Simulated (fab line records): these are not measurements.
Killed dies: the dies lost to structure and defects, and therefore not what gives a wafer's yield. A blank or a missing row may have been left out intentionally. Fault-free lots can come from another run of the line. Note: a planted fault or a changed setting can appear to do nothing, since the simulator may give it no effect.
What tool caused it? / flow gf180mcu / 15 lots with 45 wafers sampled at 4 steps, on a route of 602 steps

## WHAT EACH GAUGE READ, for each wafer
No reading from a measuring or inspecting step in the record can be judged against a usual standard deviation.

## WHAT TOOL EACH LOT RAN ON (gives the tool, then ch and the chambers of the sampled wafers, and finally the start)
lot=L446; GF_V3_ETCH_16=rie-diel-04 ch 2,3, day 22 19:54; GF_V4_CMP_04=cmp-02 ch 0,1,2, day 23 21:46; GF_V4_CVD_23=cvd-w-02 ch 0,1, day 24 20:56; GF_MIM_EXPOSE_16=iline-stepper-02 ch 0, day 25 09:01
lot=L447; GF_V3_ETCH_16=rie-diel-02 ch 2,3, day 22 23:46; GF_V4_CMP_04=cmp-02 ch 1,2,3, day 24 01:19; GF_V4_CVD_23=cvd-w-02 ch 0,1, day 25 00:26; GF_MIM_EXPOSE_16=iline-stepper-01 ch 0, day 25 12:08
lot=L448; GF_V3_ETCH_16=rie-diel-04 ch 0,2,3, day 23 15:36; GF_V4_CMP_04=cmp-02 ch 0,1,2, day 24 15:56; GF_V4_CVD_23=cvd-w-01 ch 0,1, day 25 14:52; GF_MIM_EXPOSE_16=iline-stepper-02 ch 0, day 26 02:05
lot=L449; GF_V3_ETCH_16=rie-diel-04 ch 0,1,3, day 23 18:51; GF_V4_CMP_04=cmp-02 ch 0,2,3, day 24 19:12; GF_V4_CVD_23=cvd-w-01 ch 0,1, day 25 17:25; GF_MIM_EXPOSE_16=iline-stepper-01 ch 0, day 26 04:50
lot=L454; GF_V3_ETCH_16=rie-diel-01 ch 0,1,2, day 25 16:46; GF_V4_CMP_04=cmp-01 ch 0,1, day 26 16:23; GF_V4_CVD_23=cvd-w-01 ch 0,1, day 27 14:11; GF_MIM_EXPOSE_16=iline-stepper-01, day 28 00:55
lot=L455; GF_V3_ETCH_16=rie-diel-04 ch 0,3, day 25 16:53; GF_V4_CMP_04=cmp-02 ch 2,3, day 26 17:04; GF_V4_CVD_23=cvd-w-02 ch 0,1, day 27 15:02; GF_MIM_EXPOSE_16=iline-stepper-01, day 28 01:40
lot=L456; GF_V3_ETCH_16=rie-diel-01 ch 1,2,3, day 25 22:39; GF_V4_CMP_04=cmp-02 ch 0,2, day 26 22:36; GF_V4_CVD_23=cvd-w-02 ch 0,1, day 27 20:40; GF_MIM_EXPOSE_16=iline-stepper-02, day 28 08:26
lot=L460; GF_V3_ETCH_16=rie-diel-01 ch 0,1,3, day 27 12:04; GF_V4_CMP_04=cmp-01 ch 0,2,3, day 28 10:26; GF_V4_CVD_23=cvd-w-02 ch 0,1, day 29 06:41; GF_MIM_EXPOSE_16=iline-stepper-02 ch 0, day 29 17:23
lot=L459; GF_V3_ETCH_16=rie-diel-02 ch 0,1,2, day 27 12:25; GF_V4_CMP_04=cmp-02 ch 1,2, day 28 10:53; GF_V4_CVD_23=cvd-w-01 ch 0,1, day 29 07:35; GF_MIM_EXPOSE_16=iline-stepper-01 ch 0, day 29 17:55
lot=L462; GF_V3_ETCH_16=rie-diel-01 ch 1,3, day 27 16:54; GF_V4_CMP_04=cmp-01 ch 0,2, day 28 15:36; GF_V4_CVD_23=cvd-w-01 ch 0,1, day 29 12:23; GF_MIM_EXPOSE_16=iline-stepper-01 ch 0, day 29 22:34
lot=L463; GF_V3_ETCH_16=rie-diel-04 ch 0,1,3, day 28 05:31; GF_V4_CMP_04=cmp-02 ch 0,1, day 29 03:46; GF_V4_CVD_23=cvd-w-01 ch 0,1, day 29 23:43; GF_MIM_EXPOSE_16=iline-stepper-02 ch 0, day 30 10:15
lot=L465; GF_V3_ETCH_16=rie-diel-01 ch 0,1, day 28 12:43; GF_V4_CMP_04=cmp-02 ch 0,1, day 29 10:20; GF_V4_CVD_23=cvd-w-01 ch 0,1, day 30 06:37; GF_MIM_EXPOSE_16=iline-stepper-02 ch 0, day 30 16:54
lot=L466; GF_V3_ETCH_16=rie-diel-02 ch 0, day 29 05:18; GF_V4_CMP_04=cmp-02 ch 0,1,3, day 30 03:21; GF_V4_CVD_23=cvd-w-01 ch 0,1, day 30 22:41; GF_MIM_EXPOSE_16=iline-stepper-02 ch 0, day 31 08:59
lot=L467; GF_V3_ETCH_16=rie-diel-01 ch 0,3, day 29 07:27; GF_V4_CMP_04=cmp-02 ch 0,1,3, day 30 05:13; GF_V4_CVD_23=cvd-w-02 ch 0,1, day 31 00:52; GF_MIM_EXPOSE_16=iline-stepper-01 ch 0, day 31 10:59
lot=L469; GF_V3_ETCH_16=rie-diel-04 ch 0,1,2, day 30 00:27; GF_V4_CMP_04=cmp-01 ch 1,2, day 30 21:25; GF_V4_CVD_23=cvd-w-01 ch 0, day 31 16:13; GF_MIM_EXPOSE_16=iline-stepper-02 ch 0, day 32 02:09
- GF_V3_ETCH_16: etches BARC in N2/H2.
- GF_V4_CMP_04: polishes SiO2.
- GF_V4_CVD_23: deposits W, target thk 350 nm, time 104.9 s.
- GF_MIM_EXPOSE_16: exposes mask FuseTop, target cd 2000 nm.

## WHAT THE TOOLS THEMSELVES READ (means of the sampled wafers that have a number; where no wafer has one, the mark that the record gives instead)
GF_V3_ETCH_16. Usual: drypump-motor-current-A 5.5 A, standard deviation 0.61; oes-product-au 0.855 a.u., standard deviation 0.0048; throttle-valve-pct 13.226 %, standard deviation 0.0096.
lot=L446; tool=rie-diel-04; drypump-motor-current-A (A)=5.3; oes-product-au (a.u.)=0.854; throttle-valve-pct (%)=13.214; flag=
lot=L447; tool=rie-diel-02; drypump-motor-current-A (A)=5.1; oes-product-au (a.u.)=0.854; throttle-valve-pct (%)=13.232; flag=
lot=L448; tool=rie-diel-04; drypump-motor-current-A (A)=5.8; oes-product-au (a.u.)=0.853; throttle-valve-pct (%)=13.233; flag=
lot=L449; tool=rie-diel-04; drypump-motor-current-A (A)=5.7; oes-product-au (a.u.)=0.853; throttle-valve-pct (%)=13.221; flag=
lot=L454; tool=rie-diel-01; drypump-motor-current-A (A)=5.3; oes-product-au (a.u.)=0.851; throttle-valve-pct (%)=13.231; flag=
lot=L455; tool=rie-diel-04; drypump-motor-current-A (A)=5.2; oes-product-au (a.u.)=0.856; throttle-valve-pct (%)=13.229; flag=
lot=L456; tool=rie-diel-01; drypump-motor-current-A (A)=5.5; oes-product-au (a.u.)=0.857; throttle-valve-pct (%)=13.232; flag=
lot=L460; tool=rie-diel-01; drypump-motor-current-A (A)=5.6; oes-product-au (a.u.)=0.852; throttle-valve-pct (%)=13.219; flag=
lot=L459; tool=rie-diel-02; drypump-motor-current-A (A)=5.2; oes-product-au (a.u.)=0.857; throttle-valve-pct (%)=13.226; flag=
lot=L462; tool=rie-diel-01; drypump-motor-current-A (A)=5.7; oes-product-au (a.u.)=0.855; throttle-valve-pct (%)=13.237; flag=
lot=L463; tool=rie-diel-04; drypump-motor-current-A (A)=5.7; oes-product-au (a.u.)=0.857; throttle-valve-pct (%)=13.234; flag=
lot=L465; tool=rie-diel-01; drypump-motor-current-A (A)=5.5; oes-product-au (a.u.)=0.855; throttle-valve-pct (%)=13.219; flag=
lot=L466; tool=rie-diel-02; drypump-motor-current-A (A)=4.9; oes-product-au (a.u.)=0.858; throttle-valve-pct (%)=13.231; flag=
lot=L467; tool=rie-diel-01; drypump-motor-current-A (A)=5.5; oes-product-au (a.u.)=0.856; throttle-valve-pct (%)=13.226; flag=
lot=L469; tool=rie-diel-04; drypump-motor-current-A (A)=6.3; oes-product-au (a.u.)=0.853; throttle-valve-pct (%)=13.223; flag=

GF_V4_CMP_04. Usual: motor-current-A 11.8 A, standard deviation 1.2; slurry-filter-dp-kPa 13.53 kPa, standard deviation 0.11; time-to-endpoint-s 79 s, standard deviation 6.6.
lot=L446; tool=cmp-02; motor-current-A (A)=11.7; slurry-filter-dp-kPa (kPa)=13.48; time-to-endpoint-s (s)=86; flag=
lot=L447; tool=cmp-02; motor-current-A (A)=12.3; slurry-filter-dp-kPa (kPa)=13.55; time-to-endpoint-s (s)=82; flag=
lot=L448; tool=cmp-02; motor-current-A (A)=11.9; slurry-filter-dp-kPa (kPa)=13.55; time-to-endpoint-s (s)=84; flag=
lot=L449; tool=cmp-02; motor-current-A (A)=11.2; slurry-filter-dp-kPa (kPa)=13.52; time-to-endpoint-s (s)=80; flag=
lot=L454; tool=cmp-01; motor-current-A (A)=11.8; slurry-filter-dp-kPa (kPa)=13.50; time-to-endpoint-s (s)=84; flag=
lot=L455; tool=cmp-02; motor-current-A (A)=11.0; slurry-filter-dp-kPa (kPa)=13.46; time-to-endpoint-s (s)=73; flag=
lot=L456; tool=cmp-02; motor-current-A (A)=10.5; slurry-filter-dp-kPa (kPa)=13.49; time-to-endpoint-s (s)=78; flag=
lot=L460; tool=cmp-01; motor-current-A (A)=11.6; slurry-filter-dp-kPa (kPa)=13.51; time-to-endpoint-s (s)=91; flag=
lot=L459; tool=cmp-02; motor-current-A (A)=11.5; slurry-filter-dp-kPa (kPa)=13.68; time-to-endpoint-s (s)=75; flag=
lot=L462; tool=cmp-01; motor-current-A (A)=11.1; slurry-filter-dp-kPa (kPa)=13.36; time-to-endpoint-s (s)=78; flag=
lot=L463; tool=cmp-02; motor-current-A (A)=13.0; slurry-filter-dp-kPa (kPa)=13.46; time-to-endpoint-s (s)=77; flag=
lot=L465; tool=cmp-02; motor-current-A (A)=12.6; slurry-filter-dp-kPa (kPa)=13.42; time-to-endpoint-s (s)=77; flag=
lot=L466; tool=cmp-02; motor-current-A (A)=12.1; slurry-filter-dp-kPa (kPa)=13.55; time-to-endpoint-s (s)=76; flag=
lot=L467; tool=cmp-02; motor-current-A (A)=12.3; slurry-filter-dp-kPa (kPa)=13.41; time-to-endpoint-s (s)=77; flag=
lot=L469; tool=cmp-01; motor-current-A (A)=11.5; slurry-filter-dp-kPa (kPa)=13.71; time-to-endpoint-s (s)=81; flag=

GF_V4_CVD_23. Usual: heater-power-outer-w 521 W, standard deviation 91; heater-power-w 834 W, standard deviation 110.
lot=L446; tool=cvd-w-02; heater-power-outer-w (W)=491; heater-power-w (W)=803; flag=
lot=L447; tool=cvd-w-02; heater-power-outer-w (W)=499; heater-power-w (W)=799; flag=
lot=L448; tool=cvd-w-01; heater-power-outer-w (W)=497; heater-power-w (W)=815; flag=
lot=L449; tool=cvd-w-01; heater-power-outer-w (W)=498; heater-power-w (W)=801; flag=
lot=L454; tool=cvd-w-01; heater-power-outer-w (W)=499; heater-power-w (W)=804; flag=
lot=L455; tool=cvd-w-02; heater-power-outer-w (W)=500; heater-power-w (W)=792; flag=
lot=L456; tool=cvd-w-02; heater-power-outer-w (W)=495; heater-power-w (W)=811; flag=
lot=L460; tool=cvd-w-02; heater-power-outer-w (W)=499; heater-power-w (W)=804; flag=
lot=L459; tool=cvd-w-01; heater-power-outer-w (W)=502; heater-power-w (W)=805; flag=
lot=L462; tool=cvd-w-01; heater-power-outer-w (W)=501; heater-power-w (W)=813; flag=
lot=L463; tool=cvd-w-01; heater-power-outer-w (W)=505; heater-power-w (W)=814; flag=
lot=L465; tool=cvd-w-01; heater-power-outer-w (W)=509; heater-power-w (W)=831; flag=
lot=L466; tool=cvd-w-01; heater-power-outer-w (W)=494; heater-power-w (W)=813; flag=
lot=L467; tool=cvd-w-02; heater-power-outer-w (W)=491; heater-power-w (W)=804; flag=
lot=L469; tool=cvd-w-01; heater-power-outer-w (W)=501; heater-power-w (W)=826; flag=

GF_MIM_EXPOSE_16. Usual: exposure-dose-mJ-cm2 140.01, standard deviation 0.14; focus-offset-nm 0.0 nm, standard deviation 0.48.
lot=L446; tool=iline-stepper-02; exposure-dose-mJ-cm2=140.04; focus-offset-nm (nm)=0.5; flag=
lot=L447; tool=iline-stepper-01; exposure-dose-mJ-cm2=139.94; focus-offset-nm (nm)=0.0; flag=
lot=L448; tool=iline-stepper-02; exposure-dose-mJ-cm2=140.08; focus-offset-nm (nm)=-0.3; flag=
lot=L449; tool=iline-stepper-01; exposure-dose-mJ-cm2=139.93; focus-offset-nm (nm)=0.1; flag=
lot=L454; tool=iline-stepper-01; exposure-dose-mJ-cm2=-; focus-offset-nm (nm)=-; flag=OFF
lot=L455; tool=iline-stepper-01; exposure-dose-mJ-cm2=-; focus-offset-nm (nm)=-; flag=OFF
lot=L456; tool=iline-stepper-02; exposure-dose-mJ-cm2=-; focus-offset-nm (nm)=-; flag=OFF
lot=L460; tool=iline-stepper-02; exposure-dose-mJ-cm2=140.06; focus-offset-nm (nm)=-0.4; flag=
lot=L459; tool=iline-stepper-01; exposure-dose-mJ-cm2=139.97; focus-offset-nm (nm)=-0.3; flag=
lot=L462; tool=iline-stepper-01; exposure-dose-mJ-cm2=139.92; focus-offset-nm (nm)=-0.3; flag=
lot=L463; tool=iline-stepper-02; exposure-dose-mJ-cm2=140.14; focus-offset-nm (nm)=-0.3; flag=
lot=L465; tool=iline-stepper-02; exposure-dose-mJ-cm2=140.08; focus-offset-nm (nm)=-0.4; flag=
lot=L466; tool=iline-stepper-02; exposure-dose-mJ-cm2=139.99; focus-offset-nm (nm)=0.0; flag=
lot=L467; tool=iline-stepper-01; exposure-dose-mJ-cm2=139.91; focus-offset-nm (nm)=0.1; flag=
lot=L469; tool=iline-stepper-02; exposure-dose-mJ-cm2=139.83; focus-offset-nm (nm)=0.4; flag=

## THE ANSWER, worked out from the rows above alone
Rule: a lot counts as off when the mean over its wafers that have a number is more than 3 standard deviations away from the usual mean. Also off: a lot with no number at a reading for which 4 or more lots have one. The other lots that the step has rows for count as sound. After the gauges, taken in route order, come the tools' own readings; for these a lot's mean is taken, as printed above. The first step at which some lot is off is used, and at that step the reading that is off furthest; a lot without a number counts as furthest.
Off, at GF_MIM_EXPOSE_16 on exposure-dose-mJ-cm2: L454, L455, L456. Without a number there: L454, L455, L456.
If a tool, at that step or one of the process steps before it, ran each lot that is off and ran no sound lot following the first of them, it fits. No candidate that was tried fits.

## WHAT THE SIMULATOR PUT IN
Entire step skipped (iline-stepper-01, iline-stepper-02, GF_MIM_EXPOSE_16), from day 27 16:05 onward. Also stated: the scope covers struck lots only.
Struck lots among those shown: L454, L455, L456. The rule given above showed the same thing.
